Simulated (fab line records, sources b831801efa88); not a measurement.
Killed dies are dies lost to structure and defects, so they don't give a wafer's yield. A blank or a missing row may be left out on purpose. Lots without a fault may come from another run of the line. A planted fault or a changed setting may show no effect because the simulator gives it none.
Problem report in the 8D (eight disciplines) form, filled by code | flow sky130 | the parts of the form that need people (team, actions taken, sign-off) are left out

1. THE PROBLEM
killed_at_contacts at SKY_PAD_OPEN_PROBE_99 reads a mean of 72 on 2 wafers of 2 lots; wafers without a fault read 24 with a standard deviation of 5. That is +9.6 standard deviations from the usual mean.
First seen on wafer L790.1, day 48 05:47, on prober-01. The record holds 6 wafers of 2 lots with a number at this step. Rule for "out", or "out of limits": more than 4 standard deviations from the usual mean. The other wafers with a number count as sound.

2. WHAT IT IS AND WHAT IT IS NOT
question                    | is                   | is not
which readings at this step | killed_at_contacts   | killed_at_M0_to_M3, killed_at_front_end, killed_at_other, killed_open, killed_short
which lots                  | L790, L791           | -
which wafers of those lots  | L790.1, L791.1       | L790.3, L790.5, L791.3, L791.4
read on which tools         | prober-01, prober-02 | -
when                        | from day 48 05:47    | up to then (0 sound wafers); but 4 sound wafers of L790, L791 came after

3. SUSPECTS, AND WHAT RULES EACH OUT
Counting: a tool at a process step up to the reading stays a suspect if it ran every lot that is out. Sound lots after the first of them don't rule it out here, since some wafers of a struck lot are sound.
- rie_diel-03 at SKY_CONTACT_ETCH_17 (etches SiO2 in C4F8/O2/Ar, stops on Si3N4, target depth 340 nm): kept. It ran every lot that is out, first L790 (day 34 21:35).
- plasma_asher-04 at SKY_METAL5_STRIP_16 (strips in O2/N2): kept. It ran every lot that is out, first L790 (day 46 10:52).
- Within rie_diel-03 at SKY_CONTACT_ETCH_17: the wafers that are out ran in chamber 2; their sound lot-mates ran in chambers 0, 1, 3.
Left after counting: rie_diel-03 at SKY_CONTACT_ETCH_17, plasma_asher-04 at SKY_METAL5_STRIP_16.

4. THE CAUSE (what the simulator had put in)
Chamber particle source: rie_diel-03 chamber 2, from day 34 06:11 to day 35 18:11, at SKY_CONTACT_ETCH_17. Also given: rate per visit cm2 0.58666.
Counting left 2 suspects, and this tool is among them.

5. THE CHAIN OF EFFECTS, in route order
Each row: a reading whose mean over the struck wafers that have a number lies more than 3 standard deviations from the usual. Only readings for which the record gives a usual standard deviation are gone through. hours: the time from each lot's start at the first step in this table that gives one to its start at this step, as a median over the lots. sigmas: the change in usual standard deviations.
hours | step                  | reading            | usual | on struck wafers | change | sigmas
0     | SKY_PAD_OPEN_PROBE_99 | killed_at_contacts | 24    | 72               | +48    | +9.6
0     | SKY_PAD_OPEN_PROBE_99 | killed_dies        | 88    | 126              | +38    | +4.1
The process steps in it:
- SKY_PAD_OPEN_PROBE_99

6. WHAT WOULD HAVE CAUGHT IT SOONER
In this record the first reading out of limits was taken at day 48 05:47, 336 hours after the fault began at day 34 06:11.
Of the tool readings at SKY_CONTACT_ETCH_17 for which the record gives a usual standard deviation, none was out on any struck wafer, so an alarm limit of 4 standard deviations on them would not have fired.
All the lots that are out (2) had begun SKY_CONTACT_ETCH_17 on rie_diel-03 by day 48 05:47. A hold on the tool at that time would have spared none of them.
